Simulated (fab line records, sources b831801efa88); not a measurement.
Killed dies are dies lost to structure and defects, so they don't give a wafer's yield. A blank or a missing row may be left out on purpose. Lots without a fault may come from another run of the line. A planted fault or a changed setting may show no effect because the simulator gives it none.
One fault seen from 2 desks | flow gf180mcu | each desk has only its own numbers; what lay behind them comes last

THE TOOL OWNER'S DESK: rie_diel-03
The tool's own readings at GF_V2_ETCH_17 (etches SiO2 in C4F8/O2/Ar, stops on TiN, target depth 630 nm): means of the sampled wafers that have a number, for each lot that ran on this tool. A lot is out of limits, marked OUT, if its mean lies more than 4 standard deviations from the usual mean; the brackets give that distance.
Columns: A = oes_product_au at GF_V2_ETCH_17, usual 0.856 a.u.; B = rf_fwd_power_W at GF_V2_ETCH_17, usual 1495 W
lot  | first seen here | A     | B
L806 | day 20 05:00    | 0.857 | 1494
L812 | day 22 15:00    | 0.858 | 1736 (+51) OUT
L815 | day 24 01:00    | 0.853 | 1736 (+51) OUT
L825 | day 26 18:00    | 0.852 | 1499
This desk's finding: out of limits on L812, L815; first on L812, day 22 15:00 (rf_fwd_power_W at GF_V2_ETCH_17). In limits: L806, L825.

THE METROLOGY DESK
What the gauges read, lot by lot, whatever tool the lot ran on: means of the sampled wafers that have a number. A lot is out of limits, marked OUT, if its mean lies more than 4 standard deviations from the usual mean; the brackets give that distance.
Columns: A = V2_BOW at GF_V2_BOW_MEAS_05, usual 102 um; B = cd_nm at GF_V2_CD_MEAS_14, usual 259.9 nm; C = V2_OVL at GF_V2_OVL_MEAS_15, usual 0 nm
lot  | first seen here | A   | B     | C
L806 | day 19 04:40    | 115 | 259.7 | 3
L809 | day 20 16:02    | 104 | 262.0 | 0
L812 | day 21 15:52    | 108 | 258.8 | -1
L815 | day 23 02:05    | 96  | 260.3 | 1
L823 | day 25 05:25    | 93  | 259.0 | -1
L825 | day 25 21:40    | 118 | 261.8 | -2
This desk's finding: nothing out of limits on any of the 6 lots.

PUT TOGETHER
The tool owner's desk could have raised an alarm at day 22 15:00, on L812, L815.
The metrology desk saw nothing out of limits.
The metrology desk has L812, L815 on record, within its limits.
Of the lots named, all ran GF_V2_ETCH_17 on rie_diel-03.

WHAT THE SIMULATOR HAD PUT IN
Process parameter drift: rie_diel-03, from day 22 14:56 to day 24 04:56, at GF_V2_ETCH_17. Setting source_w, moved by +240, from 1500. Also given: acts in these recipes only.
Lots struck among those shown: L812, L815.
Hours from the fault's start to each desk's first reading out of limits: the tool owner's desk, 0.
